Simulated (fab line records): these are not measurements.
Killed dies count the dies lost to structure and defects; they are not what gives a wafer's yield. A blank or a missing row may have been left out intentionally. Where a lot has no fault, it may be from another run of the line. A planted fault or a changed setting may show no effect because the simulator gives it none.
fab line records	flow sky130
record: lots: 12	wafers: 36	lastDay: 50
route steps=708 shown FIELD_ISO@28 NWELL@63 VT_ADJUST_HVTP@92 PAD_OPEN@708
lots that met no fault: taken from a fault-free run of the same line
startH: hours from the record's opening day to when the first of the lot's shown wafers began	waitH: hours elapsed since this lot's preceding step	" identical to the entry in the row above	L1.1+2: one row covering several wafers at once	- no value present, or no start provided	* or withheld: withheld	< > ~ a bound
route shown NAME@n: names a module that has steps shown in the file, with the first one's number in the route	usual: mean and standard deviation over wafers with no fault	same: alike in all rows	chamber/n: place in a boat	sites: the reading at each site	_std_site: standard deviation across them	_edge_site: outer sites' mean less inner sites'	radiusMm: for every site, how far away it sits from the centre of the wafer	mask NAME#n: copy n	behind: the tool/chamber that last shaped the wafer	hold: reason for holding the lot/hours on hold/outcome of the hold	device: the transistor (n, p or np) that didn't switch	end of line: tests of these same wafers at the route's end	for a step that has no rows: nothing shown but its recipe	killed: dies lost to structure and defects at the first sort, not the wafer's yield	map: shows each die of a wafer: x if killed, . if not, _ if none is there
set.NAME: the setting that was run; set.NAME@STEP: the one run at that earlier step	model.NAME: the simulator's own value behind a step, which no gauge read
one table for each step of the route and one row for each wafer, over a sample of lots
services: the hour from which a tool's chamber was out of use, counted from the record's first day as startH (under 0 if before that day), plus the number of hours and why
== steps ==
step: SKY_FIELD_ISO_CMP_27
recipe: stopOn: Si3N4	tOverpolishS: 16	downForcePsi: 4	platenRpm: 60	targetThkNm: 457.8	padVelocityMS: 0.94248
usual: motorCurrentA: 11.6/1.2	overpolishRunS: 15.999/0.0092	tOverpolishS: 16/0	timeToEndpointS: 112/3.5
lot.wafer	tool	chamber	startH	waitH	motorCurrentA	overpolishRunS	tOverpolishS	timeToEndpointS
L264.2	cmp-02	0	31.27	0.1	10.9	15.993	16	118
L264.3	"	1	"	"	11.8	16.002	16	114
L264.4	"	2	"	"	10.2	16.004	16	115
L265.3	cmp-02	0	41.01	0.1	11.3	16.004	16	121
L265.5	"	1	"	"	11.6	16.000	16	114
L265.6	"	2	"	"	10.1	16.015	16	115
L266.2	cmp-02	2	42.98	0.0	10.6	16.011	16	115
L266.4	"	0	"	"	11.4	15.996	16	116
L266.6	"	3	"	"	11.5	16.000	16	118
L267.3	cmp-01	1	49.74	0.2	14.1	16.000	16	110
L267.1	"	2	"	"	10.8	16.005	16	109
L267.5	"	0	"	"	10.4	16.007	16	110
L271.2	cmp-02	2	74.04	0.0	10.3	16.012	16	107
L271.4	"	0	"	"	11.6	15.993	16	113
L271.1	"	1	"	"	11.4	16.005	16	107
L273.3	cmp-01	0	80.97	0.1	11.1	17.033	17.038	109
L273.4	"	1	"	"	14.9	15.985	16	111
L273.5	"	0	"	"	10.1	17.029	17.038	113
L276.4	cmp-02	2	96.19	0.1	10.5	16.015	16	110
L276.6	"	3	"	"	11.3	16.008	16	110
L276.5	"	0	"	"	11.3	15.994	16	113
L277.4	cmp-02	3	102.38	0.0	11.7	16.002	16	113
L277.1	"	0	"	"	11.6	16.003	16	117
L277.6	"	0	"	"	11.0	15.988	16	116
L278.1	cmp-02	0	105.84	0.0	11.5	15.991	16	113
L278.4	"	1	"	"	11.2	15.997	16	109
L278.3	"	2	"	"	9.9	15.984	16	113
L279.4	cmp-02	1	110.36	0.1	10.7	15.996	16	111
L279.1	"	3	"	"	11.4	16.000	16	106
L279.6	"	1	"	"	11.6	16.013	16	110
L283.2	cmp-02	1	135.08	0.0	11.4	15.997	16	111
L283.4	"	0	"	"	11.5	15.997	16	113
L283.6	"	2	"	"	10.1	15.999	16	110
L285.4	cmp-02	2	144.47	0.0	10.1	15.991	16	106
L285.1	"	0	"	"	10.9	15.981	16	119
L285.5	"	2	"	"	10.7	16.000	16	109
step: SKY_NWELL_OVL_MEAS_10
usual: NWELL_00_OVL: 0.4/1.5
lot.wafer	tool	chamber	startH	waitH	NWELL_00_OVL[nm]
L264.2	overlay-01	-	81.72	-	-0.3
L264.3	"	-	"	"	-1.5
L264.4	"	-	"	"	0.2
L265.3	overlay-02	-	94.33	-	-0.7
L265.5	"	-	"	"	-0.4
L265.6	"	-	"	"	-0.6
L266.2	overlay-02	-	96.14	-	-0.2
L266.4	"	-	"	"	-0.3
L266.6	"	-	"	"	-2.0
L267.1	overlay-02	-	103.29	-	0.0
L267.3	"	-	"	"	1.4
L267.5	"	-	"	"	2.4
L271.1	overlay-02	-	131.14	-	-1.6
L271.2	"	-	"	"	1.2
L271.4	"	-	"	"	0.9
L273.3	overlay-02	-	140.98	-	-0.3
L273.4	"	-	"	"	-0.1
L273.5	"	-	"	"	0.9
L276.4	overlay-02	-	157.38	-	0.4
L276.5	"	-	"	"	1.4
L276.6	"	-	"	"	0.5
L277.1	overlay-01	-	162.31	-	-2.4
L277.4	"	-	"	"	-2.4
L277.6	"	-	"	"	-2.0
L278.1	overlay-02	-	165.71	-	1.9
L278.3	"	-	"	"	1.8
L278.4	"	-	"	"	1.8
L279.1	overlay-02	-	174.01	-	0.3
L279.4	"	-	"	"	1.7
L279.6	"	-	"	"	1.3
L283.2	overlay-01	-	198.34	-	3.0
L283.4	"	-	"	"	0.9
L283.6	"	-	"	"	3.3
L285.1	overlay-01	-	207.44	-	-0.8
L285.4	"	-	"	"	-1.1
L285.5	"	-	"	"	-2.4
step: SKY_VT_ADJUST_HVTP_CD_MEAS_07
recipe: targetCdNm: 380
usual: cdNm: 380.4/2.6
lot.wafer	tool	chamber	startH	waitH	cdNm
L264.2	cdSem-01	-	117.78	0.1	377.8
L264.3	"	-	"	"	377.9
L264.4	"	-	"	"	377.0
L265.3	cdSem-02	-	132.58	0.1	378.3
L265.5	"	-	"	"	380.8
L265.6	"	-	"	"	376.8
L266.2	cdSem-02	-	134.61	0.1	378.1
L266.4	"	-	"	"	377.8
L266.6	"	-	"	"	376.5
L267.1	cdSem-01	-	141.99	0.1	383.3
L267.3	"	-	"	"	385.0
L267.5	"	-	"	"	382.3
L271.1	cdSem-02	-	169.74	0.1	382.5
L271.2	"	-	"	"	382.6
L271.4	"	-	"	"	385.6
L273.3	cdSem-02	-	181.58	0.1	379.9
L273.4	"	-	"	"	379.4
L273.5	"	-	"	"	380.8
L276.4	cdSem-02	-	199.50	0.1	380.4
L276.5	"	-	"	"	380.4
L276.6	"	-	"	"	380.2
L277.1	cdSem-01	-	203.91	0.1	379.0
L277.4	"	-	"	"	377.1
L277.6	"	-	"	"	380.6
L278.1	cdSem-02	-	207.61	0.1	384.4
L278.3	"	-	"	"	385.6
L278.4	"	-	"	"	384.0
L279.1	cdSem-02	-	216.16	0.1	377.2
L279.4	"	-	"	"	376.7
L279.6	"	-	"	"	379.1
L283.2	cdSem-01	-	243.28	0.1	382.9
L283.4	"	-	"	"	385.7
L283.6	"	-	"	"	382.1
L285.1	cdSem-02	-	253.19	0.1	384.0
L285.4	"	-	"	"	382.0
L285.5	"	-	"	"	384.2
step: SKY_VT_ADJUST_HVTP_OVL_MEAS_08
usual: VT_ADJUST_HVTP_OVL: -0.1/1.4
lot.wafer	tool	chamber	startH	waitH	VT_ADJUST_HVTP_OVL[nm]
L264.2	overlay-01	-	117.89	0.1	-1.2
L264.3	"	-	"	"	-1.7
L264.4	"	-	"	"	0.1
L265.3	overlay-02	-	132.67	0.1	-1.7
L265.5	"	-	"	"	-0.4
L265.6	"	-	"	"	0.6
L266.2	overlay-01	-	134.71	0.1	0.7
L266.4	"	-	"	"	0.4
L266.6	"	-	"	"	2.3
L267.1	overlay-01	-	142.11	0.1	-2.1
L267.3	"	-	"	"	1.9
L267.5	"	-	"	"	0.3
L271.1	overlay-01	-	169.86	0.1	1.1
L271.2	"	-	"	"	-2.4
L271.4	"	-	"	"	-0.7
L273.3	overlay-02	-	181.67	0.1	2.0
L273.4	"	-	"	"	1.5
L273.5	"	-	"	"	1.4
L276.4	overlay-01	-	199.58	0.1	0.1
L276.5	"	-	"	"	0.5
L276.6	"	-	"	"	0.6
L277.1	overlay-01	-	204.03	0.1	2.1
L277.4	"	-	"	"	2.4
L277.6	"	-	"	"	2.4
L278.1	overlay-02	-	207.73	0.1	-3.1
L278.3	"	-	"	"	-0.4
L278.4	"	-	"	"	-2.3
L279.1	overlay-01	-	216.28	0.1	-1.1
L279.4	"	-	"	"	0.4
L279.6	"	-	"	"	-0.1
L283.2	overlay-02	-	243.39	0.1	-1.4
L283.4	"	-	"	"	-0.2
L283.6	"	-	"	"	-0.2
L285.1	overlay-01	-	253.31	0.1	-0.2
L285.4	"	-	"	"	-0.1
L285.5	"	-	"	"	0.9
step: SKY_PAD_OPEN_PROBE_99
usual: killed_at_M0_to_M3: 42/7.6	killed_at_M4_up: 3.4/2	killedAtContacts: 24/5.9	killedAtFrontEnd: 16/4.5	killedAtOther: 0.4/0.58	killedDies: 86/10	killedOpen: 47/7.6	killedShort: 39/6.7
same: grossDies: 492	killedAtBackSide: 0
lot.wafer	tool	chamber	startH	waitH	killed_at_M0_to_M3	killed_at_M4_up	killedAtContacts	killedAtFrontEnd	killedAtOther	killedDies	killedOpen	killedShort
L276.4	prober-02	-	1149.44	0.2	49	4	21	21	1	96	51	45
L276.5	prober-02	-	1149.49	0.2	45	3	32	14	1	95	46	47
L276.6	prober-02	-	1149.54	0.2	49	2	19	17	1	88	45	43
L277.1	prober-02	-	1150.98	0.1	42	8	18	16	0	84	55	29
L277.4	prober-02	-	1151.13	0.2	59	4	21	20	1	105	52	53
L277.6	prober-02	-	1151.23	0.2	47	4	30	18	0	99	47	52
L279.1	prober-02	-	1166.68	0.1	48	7	26	14	0	95	49	44
L279.4	prober-02	-	1166.83	0.2	49	7	31	14	0	101	54	47
L279.6	prober-02	-	1166.93	0.2	49	3	34	13	0	99	56	40
L283.2	prober-02	-	1183.13	0.1	30	2	24	21	1	78	33	45
L283.4	prober-02	-	1183.23	0.2	30	4	16	17	1	68	28	39
L283.6	prober-02	-	1183.33	0.2	40	2	19	20	0	81	34	47
killed by level:class
L276.4 VIA1:geometricParticle:open=11 CONTACT:geometricParticle:open=9 FIELD_ISO:geometricParticle:short=7 VIA3:geometricParticle:open=7 FIELD_ISO:geometricParticle:open=6 LI_CONTACT:geometricParticle:open=6 METAL1:geometricParticle:short=6 VIA2:geometricParticle:open=6
L276.5 CONTACT:geometricParticle:open=15 VIA2:geometricParticle:open=10 CONTACT:geometricParticle:short=8 VIA1:geometricParticle:open=8 METAL2:geometricParticle:short=7 METAL1:geometricParticle:short=5 LI_CONTACT:geometricParticle:open=4 FIELD_ISO:geometricParticle:open=3
L276.6 VIA2:geometricParticle:open=9 VIA1:geometricParticle:open=8 VIA1:geometricParticle:short=8 CONTACT:geometricParticle:open=7 LOCAL_INTERCONNECT:geometricParticle:short=6 METAL2:geometricParticle:short=6 FIELD_ISO:geometricParticle:open=5 VIA3:geometricParticle:open=5
L277.1 VIA1:geometricParticle:open=13 LI_CONTACT:geometricParticle:open=7 VIA3:geometricParticle:open=7 FIELD_ISO:geometricParticle:open=6 METAL1:geometricParticle:short=6 VIA2:geometricParticle:open=6 CONTACT:geometricParticle:open=5 CONTACT:geometricParticle:short=5
L277.4 VIA1:geometricParticle:open=11 METAL1:geometricParticle:short=9 LI_CONTACT:geometricParticle:open=8 VIA2:geometricParticle:open=8 VIA3:geometricParticle:open=8 VIA1:geometricParticle:short=7 POLY_GATE:geometricParticle:short=5 CONTACT:geometricParticle:open=5
L277.6 VIA2:geometricParticle:open=9 VIA3:geometricParticle:open=9 CONTACT:geometricParticle:open=9 CONTACT:geometricParticle:short=8 LOCAL_INTERCONNECT:geometricParticle:short=6 VIA1:geometricParticle:short=6 VIA2:geometricParticle:short=6 LI_CONTACT:geometricParticle:open=4
L279.1 VIA1:geometricParticle:open=12 LI_CONTACT:geometricParticle:open=11 CONTACT:geometricParticle:open=8 VIA1:geometricParticle:short=7 METAL1:geometricParticle:short=5 VIA2:geometricParticle:open=5 FIELD_ISO:geometricParticle:open=4 METAL2:geometricParticle:short=4
L279.4 VIA1:geometricParticle:open=13 CONTACT:geometricParticle:open=10 LI_CONTACT:geometricParticle:open=8 VIA3:geometricParticle:short=6 VIA2:geometricParticle:open=6 METAL2:geometricParticle:short=6 VIA3:geometricParticle:open=5 METAL4:geometricParticle:short=5
L279.6 LI_CONTACT:geometricParticle:open=13 CONTACT:geometricParticle:open=8 VIA1:geometricParticle:open=8 VIA2:geometricParticle:open=8 CONTACT:geometricParticle:short=7 VIA3:geometricParticle:open=6 METAL2:geometricParticle:short=5 METAL2:geometricParticle:open=5
L283.2 FIELD_ISO:geometricParticle:short=9 CONTACT:geometricParticle:open=9 VIA1:geometricParticle:short=5 VIA1:geometricParticle:open=5 LI_CONTACT:geometricParticle:open=4 POLY_GATE:geometricParticle:short=4 LOCAL_INTERCONNECT:geometricParticle:short=4 CONTACT:geometricParticle:short=4
L283.4 VIA1:geometricParticle:open=8 FIELD_ISO:geometricParticle:short=5 LOCAL_INTERCONNECT:geometricParticle:short=5 METAL1:geometricParticle:short=5 VIA1:geometricParticle:short=5 CONTACT:geometricParticle:open=4 FIELD_ISO:geometricParticle:open=3 POLY_GATE:geometricParticle:open=3
L283.6 METAL1:geometricParticle:short=7 VIA1:geometricParticle:open=7 METAL2:geometricParticle:short=7 CONTACT:geometricParticle:open=6 FIELD_ISO:geometricParticle:short=5 SPACER:geometricParticle:short=5 LOCAL_INTERCONNECT:geometricParticle:short=5 POLY_GATE:geometricParticle:short=4
== services ==
tool	chamber	startH	hours	kind
cmp-01	-	16.17	1.8	repair
cmp-01	-	26.02	9.6	pm
cmp-01	-	39.89	2.5	repair
cmp-01	-	41.39	4.1	repair
cmp-02	-	45.52	5.4	pm
cmp-01	-	51.55	2.7	repair
cmp-02	-	64.26	4.0	pm
cmp-02	-	68.26	-	consumableReplace:conditioner
cmp-02	-	68.26	-	consumableReplace:pad
cmp-01	-	87.36	23.5	repair
cmp-02	-	123.07	5.2	pm
cmp-01	-	128.67	4.1	pm
cmp-01	-	133.89	2.6	repair
== key ==
firstSign: step: SKY_FIELD_ISO_CMP_27	reading: tOverpolishS	direction: up	sigmas: 99+	usual: 16	struck: 17.038
effect: step: SKY_FIELD_ISO_CMP_27	reading: overpolishRunS	direction: up	sigmas: 99+	usual: 15.999	struck: 17.031
metAt SKY_FIELD_ISO_CMP_27
struckLots L273
struckWafers L273.3,L273.5
testerLeftOut L273
notActingAt SKY_NWELL_OVL_MEAS_10,SKY_VT_ADJUST_HVTP_CD_MEAS_07,SKY_VT_ADJUST_HVTP_OVL_MEAS_08
onsetBetween 49.74 80.97
fault: kind: processParameterDrift	tool: cmp-01	chamber: 0	onsetH: 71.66	steps: SKY_FIELD_ISO_CMP_27	channel: tOverpolishS	offset: 1.0379	shape: step	endH: 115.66	actsIn: theseRecipesOnly	stated: 16
testerLeftOut: of these lots the tester's yield and bins aren't shown, on N5 and GAA mostly nor the transistor test; their killed dies are dies lost to structure and defects alone, not to doping, threshold or leakage, so they don't give the yield
